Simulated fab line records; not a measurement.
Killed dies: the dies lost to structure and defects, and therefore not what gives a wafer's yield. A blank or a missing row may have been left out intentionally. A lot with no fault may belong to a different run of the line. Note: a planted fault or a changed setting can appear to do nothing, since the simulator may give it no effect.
Which tool is to blame? + flow sky130 + 10 lots with 30 wafers sampled at 6 steps, on a route of 708 steps

## WHAT THE GAUGES SHOWED, per wafer
SKY_SD_N_RS_MEAS_18: uses a four-point probe to measure.
| lot  | measured     | on            | RES_XHIGH_RS (ohm/sq) |
|------|--------------|---------------|-----------------------|
| L245 | day 28 03:31 | film metro-02 | 332.6 334.0 333.7     |
| L246 | day 28 10:05 | film metro-03 | 331.2 332.0 331.1     |
| L248 | day 29 06:20 | film metro-02 | 333.8 332.9 332.3     |
| L250 | day 29 23:32 | film metro-03 | 332.6 333.8 332.6     |
| L254 | day 31 06:33 | film metro-01 | 333.8 333.6 333.4     |
| L255 | day 31 16:32 | film metro-02 | 334.2 333.7 334.0     |
| L256 | day 32 01:16 | film metro-01 | 331.3 333.4 332.5     |
| L261 | day 33 11:15 | film metro-02 | 333.0 332.9 331.9     |
| L266 | day 35 01:39 | film metro-03 | 333.0 333.3 333.8     |
| L267 | day 36 13:34 | film metro-01 | 335.4 335.9 333.1     |

SKY_VIA1_BOW_MEAS_03.
| lot  | measured     | on            | VIA1_BOW (um) |
|------|--------------|---------------|---------------|
| L245 | day 33 00:13 | film metro-01 | 72 84 75      |
| L246 | day 33 08:43 | film metro-03 | 85 73 73      |
| L248 | day 34 02:45 | film metro-01 | 79 74 68      |
| L250 | day 34 18:43 | film metro-01 | 92 72 86      |
| L254 | day 35 22:55 | film metro-01 | 71 75 73      |
| L255 | day 36 09:47 | film metro-02 | 74 86 90      |
| L256 | day 36 17:39 | film metro-01 | 76 79 85      |
| L261 | day 38 01:18 | film metro-03 | 92 81 68      |
| L266 | day 39 13:57 | film metro-01 | 75 86 75      |
| L267 | day 41 00:57 | film metro-03 | 77 81 84      |

SKY_VIA4_RS_MEAS_19: uses a four-point probe to measure.
| lot  | measured     | on            | VIA4_W_RS (ohm/sq)                        |
|------|--------------|---------------|-------------------------------------------|
| L245 | day 42 23:38 | film metro-04 | 0.2286 0.2266 0.2292                      |
| L246 | day 43 05:17 | film metro-01 | 0.2251 0.2232 0.2193                      |
| L248 | day 43 22:42 | film metro-02 | 0.2279 0.2282 0.2264                      |
| L250 | day 44 11:08 | film metro-01 | 0.2256 0.2278 0.2293                      |
| L254 | day 45 09:49 | film metro-04 | 0.3096 0.3110 0.2262 0.3096 0.3105 0.2260 |
| L255 | day 45 18:18 | film metro-04 | 0.2276 0.3107 0.2259 0.2276 0.3108 0.2260 |
| L256 | day 46 02:48 | film metro-01 | 0.3126 0.2288 0.2270 0.3122 0.2286 0.2267 |
| L261 | day 47 03:53 | film metro-02 | 0.2236 0.2229 0.2209                      |
| L266 | day 48 08:47 | film metro-04 | 0.2281 0.2282 0.2287                      |
| L267 | day 49 08:57 | film metro-02 | 0.2223 0.2232 0.2269                      |

SKY_VIA4_THK_MEAS_20: measures by xrf.
| lot  | measured     | on            | VIA4_W_THK (nm)         |
|------|--------------|---------------|-------------------------|
| L245 | day 42 23:46 | film metro-04 | 493 501 488             |
| L246 | day 43 05:24 | film metro-01 | 506 512 519             |
| L248 | day 43 22:49 | film metro-02 | 495 497 497             |
| L250 | day 44 11:14 | film metro-01 | 506 499 494             |
| L254 | day 45 12:51 | film metro-04 | 367 363 501 367 366 499 |
| L255 | day 45 19:32 | film metro-04 | 496 365 499 496 363 499 |
| L256 | day 46 05:38 | film metro-01 | 364 499 495 363 496 502 |
| L261 | day 47 03:59 | film metro-02 | 506 506 509             |
| L266 | day 48 08:54 | film metro-04 | 494 492 491             |
| L267 | day 49 09:04 | film metro-02 | 511 507 503             |

## WHAT TOOL EACH LOT RAN ON (gives the tool, then ch and the chambers of the sampled wafers, and finally the start)
| lot  | SKY_LI_CONTACT_STRIP_16              | SKY_VIA4_CVD_18               |
|------|--------------------------------------|-------------------------------|
| L245 | plasma asher-01 ch 0,1, day 29 08:58 | cvd w-02 ch 0,1, day 42 23:29 |
| L246 | plasma asher-01 ch 0,1, day 29 15:20 | cvd w-01 ch 0,1, day 43 05:08 |
| L248 | plasma asher-02 ch 0, day 30 11:22   | cvd w-02 ch 0,1, day 43 22:33 |
| L250 | plasma asher-02 ch 0,1, day 31 04:11 | cvd w-02 ch 0,1, day 44 10:58 |
| L254 | plasma asher-03 ch 1, day 32 11:12   | cvd w-02 ch 0,1, day 45 09:39 |
| L255 | plasma asher-02 ch 0,1, day 32 21:05 | cvd w-02 ch 0,1, day 45 18:09 |
| L256 | plasma asher-02 ch 0,1, day 33 06:09 | cvd w-02 ch 0,1, day 46 02:40 |
| L261 | plasma asher-01 ch 0,1, day 34 13:27 | cvd w-01 ch 0,1, day 47 03:45 |
| L266 | plasma asher-01 ch 1, day 36 03:52   | cvd w-02 ch 0, day 48 08:37   |
| L267 | plasma asher-02 ch 0,1, day 37 16:31 | cvd w-01 ch 0,1, day 49 08:48 |
- SKY_LI_CONTACT_STRIP_16: strips in O2/N2.
- SKY_VIA4_CVD_18: deposits W, target thk 505 nm, time 152.14 s.

## WHAT THE TOOLS THEMSELVES READ (means of the sampled wafers that have a number; where no wafer has one, the mark that the record gives instead)
SKY_LI_CONTACT_STRIP_16.
| lot  | tool            | drypump motor current A (A) | oes product au (a.u.) | strip time to endpoint s (s) |
|------|-----------------|-----------------------------|-----------------------|------------------------------|
| L245 | plasma asher-01 | 5.6                         | 0.383                 | 3.54                         |
| L246 | plasma asher-01 | 5.9                         | 0.378                 | 3.50                         |
| L248 | plasma asher-02 | 6.3                         | 0.381                 | 3.50                         |
| L250 | plasma asher-02 | 5.5                         | 0.383                 | 3.51                         |
| L254 | plasma asher-03 | 5.6                         | 0.377                 | 3.55                         |
| L255 | plasma asher-02 | 5.5                         | 0.375                 | 3.55                         |
| L256 | plasma asher-02 | 5.9                         | 0.378                 | 3.55                         |
| L261 | plasma asher-01 | 5.9                         | 0.376                 | 3.50                         |
| L266 | plasma asher-01 | 6.2                         | 0.373                 | 3.49                         |
| L267 | plasma asher-02 | 5.8                         | 0.367                 | 3.45                         |

SKY_VIA4_CVD_18.
| lot  | tool     | heater power w (W) |
|------|----------|--------------------|
| L245 | cvd w-02 | 816                |
| L246 | cvd w-01 | 807                |
| L248 | cvd w-02 | 811                |
| L250 | cvd w-02 | 824                |
| L254 | cvd w-02 | 824                |
| L255 | cvd w-02 | 821                |
| L256 | cvd w-02 | 825                |
| L261 | cvd w-01 | 809                |
| L266 | cvd w-02 | 804                |
| L267 | cvd w-01 | 844                |

## THE ANSWER, worked out from the rows above alone
Rule: the usual values come from the lots themselves. Put in order of their means at a reading, lots are off if they are a third of the lots or fewer, leave a main group of 4 or more, and stand apart from it by a gap of 3 or more times the standard deviation of the main group's means; of several such gaps the widest counts. A main group whose means are all the same, to the digits that the tables above print for the reading, isn't used. A lot without any number at a reading at which 4 lots or more have one is off too. The other lots that the step has rows for count as sound. After the gauges, taken in route order, come the tools' own readings; for these a lot's mean is taken, as printed above. At the first step where some lot is off, the reading lying furthest off is the one used; lots without a number count as furthest.
Off: at SKY_VIA4_RS_MEAS_19 (VIA4_W_RS), L254, L255, L256. The main group has a mean of 0.2258 ohm/sq with a standard deviation of 0.0025.
If a tool, at a process step before that reading, ran all the lots that are off and no sound lot after the first of them, it fits. Those tools and the gauges at SKY_VIA4_RS_MEAS_19 are tried in the same way. None of those tried fits.

## WHAT THE SIMULATOR HAD INSERTED
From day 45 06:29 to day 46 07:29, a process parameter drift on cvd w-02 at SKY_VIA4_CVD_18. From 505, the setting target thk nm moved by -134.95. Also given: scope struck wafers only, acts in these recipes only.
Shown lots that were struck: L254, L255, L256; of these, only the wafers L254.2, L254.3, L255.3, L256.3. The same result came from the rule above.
